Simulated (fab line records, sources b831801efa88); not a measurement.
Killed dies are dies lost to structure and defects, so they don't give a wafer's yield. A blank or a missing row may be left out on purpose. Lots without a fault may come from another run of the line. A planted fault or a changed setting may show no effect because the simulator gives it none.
Chamber matching | flow sky130 | SKY_VIA4_CMP_02 on cmp-02: 4 sister chambers
The step polishes SiO2. 4 wafers are shown with their chamber, then 12 later ones without.

WAFERS WITH THEIR CHAMBER
wafer  | chamber | motor_current_A (A)
L433.3 | 2       | 11.5
L434.1 | 1       | 12.0
L434.2 | 3       | 11.3
L434.4 | 0       | 12.5

WAFERS WITHOUT THEIR CHAMBER
wafer  | motor_current_A (A)
L437.1 | 10.9
L437.4 | 12.0
L437.5 | 11.5
L439.1 | 12.1
L439.2 | 12.2
L439.6 | 11.0
L441.1 | 11.3
L441.3 | 11.6
L441.6 | 11.2
L442.1 | 11.4
L442.5 | 12.1
L442.6 | 10.7

WHICH CHAMBER EACH WENT THROUGH
wafer  | from the rows above          | in truth
L437.1 | can't be placed: 3 or 2      | 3
L437.4 | 1                            | 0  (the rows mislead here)
L437.5 | can't be placed: 2 or 3      | 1
L439.1 | can't be placed: 1 or 0      | 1
L439.2 | can't be placed: 1 or 0      | 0
L439.6 | can't be placed: 3 or 2      | 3
L441.1 | can't be placed: 3 or 2      | 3
L441.3 | can't be placed: 2 or 3 or 1 | 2
L441.6 | can't be placed: 3 or 2      | 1
L442.1 | can't be placed: 2 or 3      | 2
L442.5 | can't be placed: 1 or 0      | 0
L442.6 | can't be placed: 3 or 2      | 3
Placed correctly: 0 of 12. Can't be placed from these rows: 11 (the true chamber is among the candidates in 9). Placed wrongly: 1.
How it was worked out, from the rows above alone: a wafer's distance from a chamber is the root of the sum, over the readings, of the square of ((its reading less the chamber's mean) divided by the reading's scatter). The wafer belongs to the nearest chamber; if the next one is less than 2 further off, it can't be placed. A chamber's mean is the mean of its shown wafers. The scatter: with one shown wafer a chamber, the root of the mean of the squares of how far each hidden wafer lies from its nearest shown one.
